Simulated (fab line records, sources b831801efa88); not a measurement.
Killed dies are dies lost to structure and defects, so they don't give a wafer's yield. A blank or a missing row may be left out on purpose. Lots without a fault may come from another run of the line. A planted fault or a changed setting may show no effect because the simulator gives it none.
Problem report in the 8D (eight disciplines) form, filled by code | flow sky130 | the parts of the form that need people (team, actions taken, sign-off) are left out

1. THE PROBLEM
LDD_P_TW at SKY_LDD_P_TW_MEAS_11 reads a mean of 579 on 6 wafers of 2 lots; wafers without a fault read 635 with a standard deviation of 4. That is -14 standard deviations from the usual mean.
First seen on wafer L468.1, day 24 01:24, on film_metro-02. The record holds 36 wafers of 12 lots with a number at this step. Rule for "out", or "out of limits": more than 4 standard deviations from the usual mean. The other wafers with a number count as sound.

2. WHAT IT IS AND WHAT IT IS NOT
question                    | is                     | is not
which readings at this step | LDD_P_TW               | -
which lots                  | L468, L470             | L455, L457, L458, L459, L463, L464, L465, L467, L469, L478
which wafers of those lots  | all that have a number | -
read on which gauges        | film_metro-02          | film_metro-01, film_metro-03
when                        | from day 24 01:24      | up to then (24 sound wafers); but 6 sound wafers of L469, L478 came after

3. SUSPECTS, AND WHAT RULES EACH OUT
Counting: a tool at a process step up to the reading stays a suspect if it ran every lot that is out and no sound lot after the first of them.
- the gauge at SKY_LDD_P_TW_MEAS_11: ruled out. All the wafers that are out were read on film_metro-02, but those of them that SKY_LDD_P_IMPLANT_09 has rows for are out there too, on other tools.
- implanter-04 at SKY_LDD_P_IMPLANT_09: kept. It ran every lot that is out, first L468 (day 24 01:09), and no sound lot after that; its last sound lot up to then is L467 (day 23 13:47). Its own readings are out on those wafers: beam_on_s, faraday_current_uA.
Left after counting: implanter-04 at SKY_LDD_P_IMPLANT_09.

4. THE CAUSE (what the simulator had put in)
Process parameter drift: implanter-04, from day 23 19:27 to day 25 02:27, at SKY_LDD_P_IMPLANT_09. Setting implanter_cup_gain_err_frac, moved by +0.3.
Counting left only this tool.

5. THE CHAIN OF EFFECTS, in route order
Each row: a reading whose mean over the struck wafers that have a number lies more than 3 standard deviations from the usual. Only readings for which the record gives a usual standard deviation are gone through. hours: the time from each lot's start at the first step in this table that gives one to its start at this step, as a median over the lots. sigmas: the change in usual standard deviations.
hours | step                 | reading            | usual   | on struck wafers | change | sigmas
0     | SKY_LDD_P_IMPLANT_09 | beam_on_s          | 10.03 s | 7.70             | -2.33  | -12
0     | SKY_LDD_P_IMPLANT_09 | faraday_current_uA | 56.2    | 73.1             | +16.9  | +15
0     | SKY_LDD_P_TW_MEAS_11 | LDD_P_TW           | 635     | 579              | -56    | -14
The process steps in it:
- SKY_LDD_P_IMPLANT_09

6. WHAT WOULD HAVE CAUGHT IT SOONER
In this record the first reading out of limits at a measuring or inspecting step was taken at day 24 01:24, 6 hours after the fault began at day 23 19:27.
The tool's own readings at SKY_LDD_P_IMPLANT_09 were out on every struck wafer that the step has a row for (beam_on_s, faraday_current_uA): an alarm limit on them would have fired on the first of those.
Of the lots that are out (2), L470 began SKY_LDD_P_IMPLANT_09 on implanter-04 after day 24 01:24. A hold on the tool at that time would have spared it.
